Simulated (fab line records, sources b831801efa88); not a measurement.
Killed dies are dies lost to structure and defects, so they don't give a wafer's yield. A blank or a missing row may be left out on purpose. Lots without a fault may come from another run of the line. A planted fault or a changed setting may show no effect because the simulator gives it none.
A struck lot beside a sound one | flow sky130 | 15 steps out of a route of 708
Sound: wafers L911.1, L911.5, L911.6. Struck: wafer L920.6. (L920.2, L920.3 of the same lot were not struck and are left out.) The cause comes at the end.
At each step with rows: each side's tool, then ch and its chambers, then its first start. Under that, the readings that differ: sound wafers | struck wafers | difference of the means | sigmas: that difference in standard deviations of wafers without a fault.
alike: readings whose means differ by less than 2 such deviations, and words and numbers that are the same on both sides. not compared: withheld readings, readings that some wafer has no value for, bounds like >300 that may hide the same value, and numbers for which the record gives no deviation and whose values overlap.
The two part at a step that has a row with sigmas, a row that says differs or no value, or rows on one side only. Numbers that don't overlap but have no deviation are shown without sigmas and don't part them. A reading that every wafer of one side lacks parts them only if that side has two wafers or more.

first, 1 step without rows for these wafers: SKY_METAL5_CLEAN_19 (cleans in O3/DIW).
SKY_PASSIVATION_CVD_00: deposits SiO2, target thk 90 nm.
  sound on pecvd-03 ch 0,1,2, day 45 02:02; struck on pecvd-01 ch 0, day 47 09:22
  alike: heater_power_w
SKY_PASSIVATION_THK_MEAS_01:
  sound on film_metro-02, day 45 02:03; struck on film_metro-02, day 47 09:23
  alike: PASSIVATION_CVD_00_THK
SKY_PASSIVATION_CVD_02: deposits Si3N4, target thk 540 nm.
  sound on pecvd-04 ch 0,1,2, day 45 02:07; struck on pecvd-04 ch 2, day 47 09:26
  alike: heater_power_w
SKY_PASSIVATION_THK_MEAS_03:
  sound on film_metro-01, day 45 02:20; struck on film_metro-01, day 47 09:41
  alike: PASSIVATION_CVD_02_THK
then, 7 steps without rows for these wafers: SKY_PASSIVATION_DEHYDRATE_04 (time 60 s); SKY_PASSIVATION_HMDS_05 (prime time 60 s); SKY_PASSIVATION_COAT_06 (resist thk 3000 nm); SKY_PASSIVATION_SOFTBAKE_07; SKY_PASSIVATION_EXPOSE_08 (exposes mask NSM, target cd 3000 nm); SKY_PASSIVATION_PEB_09; SKY_PASSIVATION_DEVELOP_10 (develop time 60 s).
SKY_PASSIVATION_ETCH_11: etches the open film in CF4/O2, stops on AlCu, target depth 725 nm, time 161.1 s.
  sound on rie_diel-03 ch 0,1,2, day 45 23:08; struck on rie_diel-03 ch 0, day 48 04:58
  reading                                       | sound             | struck | difference | sigmas
  oes_product_au (a.u.)                         | 0.960 0.970 0.968 | 0.789  | -0.177     | -24
  throttle_valve_pct (%)                        | 5.965 5.944 5.969 | 5.925  | -0.034     | -4
  model.etch.depth_nm (nm)                      | 694.2 695.9 693.9 | 480.1  | -214.6     |
  model.PASSIVATION.feature_depth_nm (nm)       | 694.2 695.9 693.9 | 480.1  | -214.6     |
  model.coat_of_PASSIVATION_COAT_06.thk_nm (nm) | 2499 2516 2529    | 2686   | +171       |
  alike: drypump_motor_current_A
  not compared: rf_hours_counter_h
SKY_PASSIVATION_STRIP_12: strips in O2/N2.
  sound on plasma_asher-04 ch 0,1, day 45 23:14; struck on plasma_asher-04 ch 1, day 48 05:04
  reading                      | sound             | struck | difference | sigmas
  strip_time_to_endpoint_s (s) | 31.33 31.51 31.68 | 33.46  | +1.95      | +14
  alike: drypump_motor_current_A, oes_product_au
  not compared: rf_hours_counter_h
then, 1 step without rows for these wafers: SKY_PAD_OPEN_DEHYDRATE_00 (time 60 s).

WHERE THEY PART
First at SKY_PASSIVATION_ETCH_11; last, within this record, at SKY_PASSIVATION_STRIP_12.

WHY: what the simulator had put in
Process parameter drift: rie_diel-03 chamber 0, from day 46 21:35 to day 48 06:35, at SKY_PASSIVATION_ETCH_11. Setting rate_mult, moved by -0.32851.
